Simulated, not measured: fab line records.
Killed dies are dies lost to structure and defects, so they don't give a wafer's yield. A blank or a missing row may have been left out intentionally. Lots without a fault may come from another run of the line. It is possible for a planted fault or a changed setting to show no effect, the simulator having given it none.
fab line records / flow gf180mcu / part 2 of 2: steps 27 to 37 of 37
[record] lots = 5 wafers = 15 last-day = 33
route steps=602 shown STI@8 DNWELL@32 NWELL@42
lots untouched by any fault: they come from a run of this same line in which no faults occurred
start-h: the number of hours between the record's first day and the start of the first shown wafer of the lot / wait-h: hours from the lot's prior step to this one / " repeats the value in the row above / L1.1+2: several wafers, shown together as one row / - either no value or no given start / * or withheld: withheld / < > ~ a bound
route shown NAME@n: NAME is a module with steps in the file, n the number in the route of the first one / usual: mean/standard deviation of fault-free wafers / same: alike in all rows / chamber/n: place in a boat / sites: the reading at each site / _std_site: the standard deviation of these / _edge_site: the outer-site mean with the inner-site mean subtracted / radius-mm: for every site, how far away it sits from the centre of the wafer / mask NAME#n: copy n / behind: the last tool/chamber to shape the wafer / hold: cause of the lot's hold/its duration in hours/its outcome / device: names the non-switching transistor (n, p or np) / end of line: the tests these same wafers got at the end of their route / where a step has no rows: the recipe by itself / killed: dies lost to structure and defects at the first sort, not the wafer's yield / map: dies across one wafer; x = killed, . = not, _ = none there
set.NAME: the setting as run; set.NAME@STEP: as run at that earlier step / model.NAME: the simulator's own value behind a step, which no gauge read
certain route steps with their lots: each step a table, each wafer a row
services: a tool's chamber out of use, with start hour (start-h, from the record's first day; less than 0 if before it), hours out, and reason
[[steps]]
[step GF_DNWELL_COAT_02]
[recipe] spin-rpm = 2000 resist-thk-nm = 3000
[usual] exhaust-pa = 44.9/0.85
lot.wafer=L078.1 tool=litho-track-04 chamber=0 start-h=56.48 wait-h=0.1 exhaust-pa=44.6
lot.wafer=L078.2 tool=litho-track-04 chamber=0 start-h=56.48 wait-h=0.1 exhaust-pa=42.7
lot.wafer=L078.3 tool=litho-track-04 chamber=0 start-h=56.48 wait-h=0.1 exhaust-pa=43.5
lot.wafer=L082.3 tool=litho-track-01 chamber=0 start-h=77.84 wait-h=0.1 exhaust-pa=45.2
lot.wafer=L082.4 tool=litho-track-01 chamber=0 start-h=77.84 wait-h=0.1 exhaust-pa=44.0
lot.wafer=L082.6 tool=litho-track-01 chamber=0 start-h=77.84 wait-h=0.1 exhaust-pa=44.1
lot.wafer=L084.3 tool=litho-track-02 chamber=0 start-h=88.96 wait-h=0.1 exhaust-pa=44.3
lot.wafer=L084.4 tool=litho-track-02 chamber=0 start-h=88.96 wait-h=0.1 exhaust-pa=44.0
lot.wafer=L084.6 tool=litho-track-02 chamber=0 start-h=88.96 wait-h=0.1 exhaust-pa=45.0
lot.wafer=L086.1 tool=litho-track-01 chamber=0 start-h=101.29 wait-h=0.1 exhaust-pa=45.3
lot.wafer=L086.3 tool=litho-track-01 chamber=0 start-h=101.29 wait-h=0.1 exhaust-pa=44.5
lot.wafer=L086.6 tool=litho-track-01 chamber=0 start-h=101.29 wait-h=0.1 exhaust-pa=45.7
lot.wafer=L090.2 tool=litho-track-01 chamber=0 start-h=121.52 wait-h=0.1 exhaust-pa=43.5
lot.wafer=L090.4 tool=litho-track-01 chamber=0 start-h=121.52 wait-h=0.1 exhaust-pa=44.2
lot.wafer=L090.6 tool=litho-track-01 chamber=0 start-h=121.52 wait-h=0.1 exhaust-pa=43.3
[step GF_DNWELL_SOFTBAKE_03]
[recipe] temp-c = 110 time-s = withheld
[usual] exhaust-pa = 44.9/0.98
lot.wafer=L078.1 tool=litho-track-04 chamber=0 start-h=56.63 wait-h=0.1 exhaust-pa=42.9
lot.wafer=L078.2 tool=litho-track-04 chamber=0 start-h=56.63 wait-h=0.1 exhaust-pa=44.0
lot.wafer=L078.3 tool=litho-track-04 chamber=0 start-h=56.63 wait-h=0.1 exhaust-pa=42.7
lot.wafer=L082.3 tool=litho-track-01 chamber=0 start-h=78.01 wait-h=0.1 exhaust-pa=45.5
lot.wafer=L082.4 tool=litho-track-01 chamber=0 start-h=78.01 wait-h=0.1 exhaust-pa=45.9
lot.wafer=L082.6 tool=litho-track-01 chamber=0 start-h=78.01 wait-h=0.1 exhaust-pa=45.7
lot.wafer=L084.3 tool=litho-track-02 chamber=0 start-h=89.12 wait-h=0.1 exhaust-pa=44.7
lot.wafer=L084.4 tool=litho-track-02 chamber=0 start-h=89.12 wait-h=0.1 exhaust-pa=44.5
lot.wafer=L084.6 tool=litho-track-02 chamber=0 start-h=89.12 wait-h=0.1 exhaust-pa=44.8
lot.wafer=L086.1 tool=litho-track-01 chamber=0 start-h=101.44 wait-h=0.1 exhaust-pa=46.3
lot.wafer=L086.3 tool=litho-track-01 chamber=0 start-h=101.44 wait-h=0.1 exhaust-pa=44.6
lot.wafer=L086.6 tool=litho-track-01 chamber=0 start-h=101.44 wait-h=0.1 exhaust-pa=45.7
lot.wafer=L090.2 tool=litho-track-01 chamber=0 start-h=121.67 wait-h=0.1 exhaust-pa=46.0
lot.wafer=L090.4 tool=litho-track-01 chamber=0 start-h=121.67 wait-h=0.1 exhaust-pa=45.0
lot.wafer=L090.6 tool=litho-track-01 chamber=0 start-h=121.67 wait-h=0.1 exhaust-pa=44.9
[step GF_DNWELL_EXPOSE_04]
[recipe] mask-id = DNWELL target-cd-nm = 1700 na = 0.6 source-shape = conventional sigma-outer = 0.6 dose-mj = 260
lot.wafer=L078.1+2+3 tool=iline-stepper-02 chamber=0 start-h=- wait-h=- mask=DNWELL#0
lot.wafer=L082.3+4+6 tool=iline-stepper-02 chamber=0 start-h=- wait-h=- mask=DNWELL#0
lot.wafer=L084.3+4+6 tool=iline-stepper-02 chamber=0 start-h=- wait-h=- mask=DNWELL#0
lot.wafer=L086.1+3+6 tool=iline-stepper-01 chamber=0 start-h=- wait-h=- mask=DNWELL#0
lot.wafer=L090.2+4+6 tool=iline-stepper-01 chamber=0 start-h=- wait-h=- mask=DNWELL#0
[step GF_DNWELL_PEB_05]
[recipe] temp-c = 115 time-s = withheld
[usual] exhaust-pa = 45.1/0.93
lot.wafer=L078.1 tool=litho-track-01 chamber=0 start-h=- wait-h=- exhaust-pa=45.8
lot.wafer=L078.2 tool=litho-track-01 chamber=0 start-h=- wait-h=- exhaust-pa=47.5
lot.wafer=L078.3 tool=litho-track-01 chamber=0 start-h=- wait-h=- exhaust-pa=45.9
lot.wafer=L082.3 tool=litho-track-01 chamber=0 start-h=- wait-h=- exhaust-pa=44.2
lot.wafer=L082.4 tool=litho-track-01 chamber=0 start-h=- wait-h=- exhaust-pa=44.7
lot.wafer=L082.6 tool=litho-track-01 chamber=0 start-h=- wait-h=- exhaust-pa=44.0
lot.wafer=L084.3 tool=litho-track-01 chamber=0 start-h=- wait-h=- exhaust-pa=45.0
lot.wafer=L084.4 tool=litho-track-01 chamber=0 start-h=- wait-h=- exhaust-pa=45.9
lot.wafer=L084.6 tool=litho-track-01 chamber=0 start-h=- wait-h=- exhaust-pa=44.5
lot.wafer=L086.1 tool=litho-track-02 chamber=0 start-h=- wait-h=- exhaust-pa=44.1
lot.wafer=L086.3 tool=litho-track-02 chamber=0 start-h=- wait-h=- exhaust-pa=45.5
lot.wafer=L086.6 tool=litho-track-02 chamber=0 start-h=- wait-h=- exhaust-pa=45.1
lot.wafer=L090.2 tool=litho-track-02 chamber=0 start-h=- wait-h=- exhaust-pa=44.8
lot.wafer=L090.4 tool=litho-track-02 chamber=0 start-h=- wait-h=- exhaust-pa=45.9
lot.wafer=L090.6 tool=litho-track-02 chamber=0 start-h=- wait-h=- exhaust-pa=43.9
[step GF_DNWELL_DEVELOP_06]
[recipe] wall-angle-deg = 90 develop-time-s = 60 dev-temp-c = 23
[usual] exhaust-pa = 45.0/0.83
lot.wafer=L078.1 tool=litho-track-01 chamber=0 start-h=- wait-h=- exhaust-pa=44.4
lot.wafer=L078.2 tool=litho-track-01 chamber=0 start-h=- wait-h=- exhaust-pa=43.6
lot.wafer=L078.3 tool=litho-track-01 chamber=0 start-h=- wait-h=- exhaust-pa=43.0
lot.wafer=L082.3 tool=litho-track-01 chamber=0 start-h=- wait-h=- exhaust-pa=44.3
lot.wafer=L082.4 tool=litho-track-01 chamber=0 start-h=- wait-h=- exhaust-pa=45.3
lot.wafer=L082.6 tool=litho-track-01 chamber=0 start-h=- wait-h=- exhaust-pa=44.3
lot.wafer=L084.3 tool=litho-track-01 chamber=0 start-h=- wait-h=- exhaust-pa=44.7
lot.wafer=L084.4 tool=litho-track-01 chamber=0 start-h=- wait-h=- exhaust-pa=45.3
lot.wafer=L084.6 tool=litho-track-01 chamber=0 start-h=- wait-h=- exhaust-pa=45.2
lot.wafer=L086.1 tool=litho-track-02 chamber=0 start-h=- wait-h=- exhaust-pa=44.1
lot.wafer=L086.3 tool=litho-track-02 chamber=0 start-h=- wait-h=- exhaust-pa=44.9
lot.wafer=L086.6 tool=litho-track-02 chamber=0 start-h=- wait-h=- exhaust-pa=45.3
lot.wafer=L090.2 tool=litho-track-02 chamber=0 start-h=- wait-h=- exhaust-pa=45.2
lot.wafer=L090.4 tool=litho-track-02 chamber=0 start-h=- wait-h=- exhaust-pa=46.3
lot.wafer=L090.6 tool=litho-track-02 chamber=0 start-h=- wait-h=- exhaust-pa=45.6
[step GF_DNWELL_IMPLANT_07]
[recipe] species = P energy-kev = 1500 dose-cm2 = 1e+13 tilt-deg = 0
[usual] dose-ions-cm2 = 1.0002e+13/1.2e+10
lot.wafer=L078.1 tool=implanter-04 chamber=0 start-h=63.59 wait-h=- dose-ions-cm2=9.997e+12
lot.wafer=L078.2 tool=implanter-04 chamber=0 start-h=63.59 wait-h=- dose-ions-cm2=1.0005e+13
lot.wafer=L078.3 tool=implanter-04 chamber=0 start-h=63.59 wait-h=- dose-ions-cm2=9.996e+12
lot.wafer=L082.3 tool=implanter-04 chamber=0 start-h=84.49 wait-h=- dose-ions-cm2=9.983e+12
lot.wafer=L082.4 tool=implanter-04 chamber=0 start-h=84.49 wait-h=- dose-ions-cm2=9.998e+12
lot.wafer=L082.6 tool=implanter-04 chamber=0 start-h=84.49 wait-h=- dose-ions-cm2=9.992e+12
lot.wafer=L084.3 tool=implanter-04 chamber=0 start-h=95.69 wait-h=- dose-ions-cm2=9.995e+12
lot.wafer=L084.4 tool=implanter-04 chamber=0 start-h=95.69 wait-h=- dose-ions-cm2=9.99e+12
lot.wafer=L084.6 tool=implanter-04 chamber=0 start-h=95.69 wait-h=- dose-ions-cm2=9.998e+12
lot.wafer=L086.1 tool=implanter-03 chamber=0 start-h=108.96 wait-h=- dose-ions-cm2=9.997e+12
lot.wafer=L086.3 tool=implanter-03 chamber=0 start-h=108.96 wait-h=- dose-ions-cm2=9.987e+12
lot.wafer=L086.6 tool=implanter-03 chamber=0 start-h=108.96 wait-h=- dose-ions-cm2=9.988e+12
lot.wafer=L090.2 tool=implanter-03 chamber=0 start-h=128.78 wait-h=- dose-ions-cm2=9.993e+12
lot.wafer=L090.4 tool=implanter-03 chamber=0 start-h=128.78 wait-h=- dose-ions-cm2=1.0017e+13
lot.wafer=L090.6 tool=implanter-03 chamber=0 start-h=128.78 wait-h=- dose-ions-cm2=1.0038e+13
[step GF_DNWELL_STRIP_08]
[recipe] chemistry = O2/N2 power-w = 1400 pressure-mtorr = 1500 platen-temp-c = 250 o2-flow-sccm = 3000 n2-flow-sccm = 300 overash-fraction = 0.5
[usual] drypump-motor-current-A = 5.6/0.41 heater-power-w = 341/37 n2-flow-sccm = 299.9/0.98 oes-product-au = 0.723/0.0041 strip-time-to-endpoint-s = 36.97/0.12
[same] overash-fraction = 0.5
lot.wafer=L078.1 tool=plasma-asher-01 chamber=1 start-h=63.74 wait-h=0.1 drypump-motor-current-A=5.2 heater-power-w=374 n2-flow-sccm=300.2 oes-product-au=0.722 rf-hours-counter-h=42 strip-time-to-endpoint-s=36.77
lot.wafer=L078.2 tool=plasma-asher-01 chamber=0 start-h=63.74 wait-h=0.1 drypump-motor-current-A=5.5 heater-power-w=324 n2-flow-sccm=300.2 oes-product-au=0.728 rf-hours-counter-h=42 strip-time-to-endpoint-s=36.72
lot.wafer=L078.3 tool=plasma-asher-01 chamber=1 start-h=63.74 wait-h=0.1 drypump-motor-current-A=5.2 heater-power-w=382 n2-flow-sccm=300.6 oes-product-au=0.727 rf-hours-counter-h=- strip-time-to-endpoint-s=36.72
lot.wafer=L082.3 tool=plasma-asher-02 chamber=0 start-h=84.62 wait-h=0.1 drypump-motor-current-A=6.3 heater-power-w=390 n2-flow-sccm=298.9 oes-product-au=0.723 rf-hours-counter-h=- strip-time-to-endpoint-s=37.03
lot.wafer=L082.4 tool=plasma-asher-02 chamber=1 start-h=84.62 wait-h=0.1 drypump-motor-current-A=5.8 heater-power-w=360 n2-flow-sccm=298.4 oes-product-au=0.716 rf-hours-counter-h=- strip-time-to-endpoint-s=37.01
lot.wafer=L082.6 tool=plasma-asher-02 chamber=0 start-h=84.62 wait-h=0.1 drypump-motor-current-A=6.3 heater-power-w=397 n2-flow-sccm=300.9 oes-product-au=0.720 rf-hours-counter-h=- strip-time-to-endpoint-s=36.94
lot.wafer=L084.3 tool=plasma-asher-02 chamber=1 start-h=95.82 wait-h=0.1 drypump-motor-current-A=5.9 heater-power-w=361 n2-flow-sccm=300.4 oes-product-au=0.724 rf-hours-counter-h=- strip-time-to-endpoint-s=37.12
lot.wafer=L084.4 tool=plasma-asher-02 chamber=0 start-h=95.82 wait-h=0.1 drypump-motor-current-A=6.3 heater-power-w=388 n2-flow-sccm=301.7 oes-product-au=0.719 rf-hours-counter-h=- strip-time-to-endpoint-s=37.04
lot.wafer=L084.6 tool=plasma-asher-02 chamber=1 start-h=95.82 wait-h=0.1 drypump-motor-current-A=5.8 heater-power-w=354 n2-flow-sccm=300.3 oes-product-au=0.720 rf-hours-counter-h=- strip-time-to-endpoint-s=36.98
lot.wafer=L086.1 tool=plasma-asher-02 chamber=0 start-h=109.11 wait-h=0.1 drypump-motor-current-A=6.3 heater-power-w=394 n2-flow-sccm=299.7 oes-product-au=0.726 rf-hours-counter-h=45 strip-time-to-endpoint-s=36.90
lot.wafer=L086.3 tool=plasma-asher-02 chamber=1 start-h=109.11 wait-h=0.1 drypump-motor-current-A=5.9 heater-power-w=353 n2-flow-sccm=300.2 oes-product-au=0.719 rf-hours-counter-h=- strip-time-to-endpoint-s=36.88
lot.wafer=L086.6 tool=plasma-asher-02 chamber=1 start-h=109.11 wait-h=0.1 drypump-motor-current-A=5.9 heater-power-w=353 n2-flow-sccm=301.0 oes-product-au=0.721 rf-hours-counter-h=- strip-time-to-endpoint-s=36.91
lot.wafer=L090.2 tool=plasma-asher-02 chamber=0 start-h=128.91 wait-h=0.1 drypump-motor-current-A=6.3 heater-power-w=398 n2-flow-sccm=300.0 oes-product-au=0.726 rf-hours-counter-h=47 strip-time-to-endpoint-s=37.02
lot.wafer=L090.4 tool=plasma-asher-02 chamber=1 start-h=128.91 wait-h=0.1 drypump-motor-current-A=5.8 heater-power-w=352 n2-flow-sccm=300.5 oes-product-au=0.722 rf-hours-counter-h=- strip-time-to-endpoint-s=37.00
lot.wafer=L090.6 tool=plasma-asher-02 chamber=1 start-h=128.91 wait-h=0.1 drypump-motor-current-A=5.8 heater-power-w=355 n2-flow-sccm=300.5 oes-product-au=0.723 rf-hours-counter-h=- strip-time-to-endpoint-s=36.93
[step GF_DNWELL_TW_MEAS_09]
[usual] DNWELL_TW = 1357/16
lot.wafer=L078.1 tool=film-metro-01 chamber=- start-h=63.84 wait-h=0.1 DNWELL_TW=1361
lot.wafer=L078.2 tool=film-metro-01 chamber=- start-h=63.84 wait-h=0.1 DNWELL_TW=1356
lot.wafer=L078.3 tool=film-metro-01 chamber=- start-h=63.84 wait-h=0.1 DNWELL_TW=1361
lot.wafer=L082.3 tool=film-metro-04 chamber=- start-h=84.71 wait-h=0.1 DNWELL_TW=1340
lot.wafer=L082.4 tool=film-metro-04 chamber=- start-h=84.71 wait-h=0.1 DNWELL_TW=1346
lot.wafer=L082.6 tool=film-metro-04 chamber=- start-h=84.71 wait-h=0.1 DNWELL_TW=1346
lot.wafer=L084.3 tool=film-metro-01 chamber=- start-h=95.91 wait-h=0.1 DNWELL_TW=1355
lot.wafer=L084.4 tool=film-metro-01 chamber=- start-h=95.91 wait-h=0.1 DNWELL_TW=1355
lot.wafer=L084.6 tool=film-metro-01 chamber=- start-h=95.91 wait-h=0.1 DNWELL_TW=1364
lot.wafer=L086.1 tool=film-metro-02 chamber=- start-h=109.21 wait-h=0.1 DNWELL_TW=1363
lot.wafer=L086.3 tool=film-metro-02 chamber=- start-h=109.21 wait-h=0.1 DNWELL_TW=1369
lot.wafer=L086.6 tool=film-metro-02 chamber=- start-h=109.21 wait-h=0.1 DNWELL_TW=1375
lot.wafer=L090.2 tool=film-metro-02 chamber=- start-h=129.02 wait-h=0.1 DNWELL_TW=1352
lot.wafer=L090.4 tool=film-metro-02 chamber=- start-h=129.02 wait-h=0.1 DNWELL_TW=1355
lot.wafer=L090.6 tool=film-metro-02 chamber=- start-h=129.02 wait-h=0.1 DNWELL_TW=1354
[step GF_NWELL_DEHYDRATE_00]
[recipe] temp-c = 200 time-s = 60
[usual] exhaust-pa = 45.0/0.79
lot.wafer=L078.1 tool=litho-track-03 chamber=0 start-h=69.37 wait-h=5.5 exhaust-pa=44.5
lot.wafer=L078.2 tool=litho-track-03 chamber=0 start-h=69.37 wait-h=5.5 exhaust-pa=44.9
lot.wafer=L078.3 tool=litho-track-03 chamber=0 start-h=69.37 wait-h=5.5 exhaust-pa=44.7
lot.wafer=L082.3 tool=litho-track-01 chamber=0 start-h=90.99 wait-h=6.3 exhaust-pa=45.9
lot.wafer=L082.4 tool=litho-track-01 chamber=0 start-h=90.99 wait-h=6.3 exhaust-pa=44.9
lot.wafer=L082.6 tool=litho-track-01 chamber=0 start-h=90.99 wait-h=6.3 exhaust-pa=45.2
lot.wafer=L084.3 tool=litho-track-02 chamber=0 start-h=102.16 wait-h=6.2 exhaust-pa=44.8
lot.wafer=L084.4 tool=litho-track-02 chamber=0 start-h=102.16 wait-h=6.2 exhaust-pa=45.1
lot.wafer=L084.6 tool=litho-track-02 chamber=0 start-h=102.16 wait-h=6.2 exhaust-pa=44.5
lot.wafer=L086.1 tool=litho-track-03 chamber=0 start-h=115.22 wait-h=6.0 exhaust-pa=45.7
lot.wafer=L086.3 tool=litho-track-03 chamber=0 start-h=115.22 wait-h=6.0 exhaust-pa=43.7
lot.wafer=L086.6 tool=litho-track-03 chamber=0 start-h=115.22 wait-h=6.0 exhaust-pa=45.4
lot.wafer=L090.2 tool=litho-track-01 chamber=0 start-h=135.77 wait-h=6.7 exhaust-pa=45.1
lot.wafer=L090.4 tool=litho-track-01 chamber=0 start-h=135.77 wait-h=6.7 exhaust-pa=46.0
lot.wafer=L090.6 tool=litho-track-01 chamber=0 start-h=135.77 wait-h=6.7 exhaust-pa=45.6
[step GF_NWELL_HMDS_01]
[recipe] prime-time-s = 60 prime-temp-c = 120
[usual] exhaust-pa = 44.9/0.88
lot.wafer=L078.1 tool=litho-track-03 chamber=0 start-h=69.52 wait-h=0.1 exhaust-pa=44.2
lot.wafer=L078.2 tool=litho-track-03 chamber=0 start-h=69.52 wait-h=0.1 exhaust-pa=45.3
lot.wafer=L078.3 tool=litho-track-03 chamber=0 start-h=69.52 wait-h=0.1 exhaust-pa=44.7
lot.wafer=L082.3 tool=litho-track-01 chamber=0 start-h=91.14 wait-h=0.1 exhaust-pa=43.0
lot.wafer=L082.4 tool=litho-track-01 chamber=0 start-h=91.14 wait-h=0.1 exhaust-pa=43.1
lot.wafer=L082.6 tool=litho-track-01 chamber=0 start-h=91.14 wait-h=0.1 exhaust-pa=44.7
lot.wafer=L084.3 tool=litho-track-02 chamber=0 start-h=102.31 wait-h=0.1 exhaust-pa=46.0
lot.wafer=L084.4 tool=litho-track-02 chamber=0 start-h=102.31 wait-h=0.1 exhaust-pa=45.4
lot.wafer=L084.6 tool=litho-track-02 chamber=0 start-h=102.31 wait-h=0.1 exhaust-pa=45.6
lot.wafer=L086.1 tool=litho-track-03 chamber=0 start-h=115.37 wait-h=0.1 exhaust-pa=45.6
lot.wafer=L086.3 tool=litho-track-03 chamber=0 start-h=115.37 wait-h=0.1 exhaust-pa=46.0
lot.wafer=L086.6 tool=litho-track-03 chamber=0 start-h=115.37 wait-h=0.1 exhaust-pa=45.4
lot.wafer=L090.2 tool=litho-track-01 chamber=0 start-h=135.92 wait-h=0.1 exhaust-pa=45.1
lot.wafer=L090.4 tool=litho-track-01 chamber=0 start-h=135.92 wait-h=0.1 exhaust-pa=45.6
lot.wafer=L090.6 tool=litho-track-01 chamber=0 start-h=135.92 wait-h=0.1 exhaust-pa=45.8
[step GF_NWELL_COAT_02]
[recipe] spin-rpm = 1958 resist-thk-nm = 3000
[usual] exhaust-pa = 44.9/1.1
lot.wafer=L078.1 tool=litho-track-03 chamber=0 start-h=69.67 wait-h=0.1 exhaust-pa=45.5
lot.wafer=L078.2 tool=litho-track-03 chamber=0 start-h=69.67 wait-h=0.1 exhaust-pa=46.1
lot.wafer=L078.3 tool=litho-track-03 chamber=0 start-h=69.67 wait-h=0.1 exhaust-pa=44.7
lot.wafer=L082.3 tool=litho-track-01 chamber=0 start-h=91.29 wait-h=0.1 exhaust-pa=45.8
lot.wafer=L082.4 tool=litho-track-01 chamber=0 start-h=91.29 wait-h=0.1 exhaust-pa=46.4
lot.wafer=L082.6 tool=litho-track-01 chamber=0 start-h=91.29 wait-h=0.1 exhaust-pa=44.8
lot.wafer=L084.3 tool=litho-track-02 chamber=0 start-h=102.46 wait-h=0.1 exhaust-pa=44.7
lot.wafer=L084.4 tool=litho-track-02 chamber=0 start-h=102.46 wait-h=0.1 exhaust-pa=45.8
lot.wafer=L084.6 tool=litho-track-02 chamber=0 start-h=102.46 wait-h=0.1 exhaust-pa=45.2
lot.wafer=L086.1 tool=litho-track-03 chamber=0 start-h=115.52 wait-h=0.1 exhaust-pa=45.3
lot.wafer=L086.3 tool=litho-track-03 chamber=0 start-h=115.52 wait-h=0.1 exhaust-pa=47.2
lot.wafer=L086.6 tool=litho-track-03 chamber=0 start-h=115.52 wait-h=0.1 exhaust-pa=44.6
lot.wafer=L090.2 tool=litho-track-01 chamber=0 start-h=136.07 wait-h=0.1 exhaust-pa=44.9
lot.wafer=L090.4 tool=litho-track-01 chamber=0 start-h=136.07 wait-h=0.1 exhaust-pa=45.3
lot.wafer=L090.6 tool=litho-track-01 chamber=0 start-h=136.07 wait-h=0.1 exhaust-pa=43.2
[[services]]
tool=iline-stepper-01 chamber=- start-h=21.77 hours=8.9 kind=pm
tool=rie-diel-03 chamber=3 start-h=24.46 hours=1.2 kind=repair
tool=rie-si-01 chamber=2 start-h=26.36 hours=7.6 kind=repair
tool=krf-scanner-01 chamber=- start-h=26.42 hours=1.3 kind=pm
tool=krf-scanner-01 chamber=- start-h=33.65 hours=0.4 kind=repair
tool=furnace-01 chamber=- start-h=60.63 hours=3.5 kind=pm
tool=cmp-02 chamber=- start-h=64.02 hours=4.0 kind=pm
tool=rie-si-01 chamber=3 start-h=68.52 hours=1.5 kind=repair
tool=krf-scanner-01 chamber=- start-h=73.55 hours=3.6 kind=pm
tool=furnace-02 chamber=- start-h=74.47 hours=3.4 kind=pm
tool=implanter-03 chamber=- start-h=75.31 hours=0.6 kind=repair
tool=hdpcvd-01 chamber=- start-h=80.96 hours=2.8 kind=repair
tool=iline-stepper-02 chamber=- start-h=81.75 hours=1.6 kind=repair
tool=implanter-03 chamber=- start-h=81.79 hours=3.4 kind=repair
tool=furnace-02 chamber=- start-h=82.48 hours=7.1 kind=repair
tool=cmp-01 chamber=- start-h=83.16 hours=2.0 kind=repair
tool=iline-stepper-01 chamber=- start-h=84.40 hours=9.7 kind=repair
tool=rie-diel-03 chamber=2 start-h=84.61 hours=10.1 kind=repair
tool=rie-diel-03 chamber=3 start-h=89.87 hours=8.2 kind=repair
tool=cmp-01 chamber=- start-h=100.58 hours=4.8 kind=pm
tool=iline-stepper-02 chamber=- start-h=106.02 hours=1.7 kind=pm
tool=wet-bench-03 chamber=- start-h=114.63 hours=2.2 kind=repair
tool=hdpcvd-02 chamber=1 start-h=117.38 hours=28.3 kind=repair
tool=krf-scanner-01 chamber=- start-h=129.57 hours=1.0 kind=repair
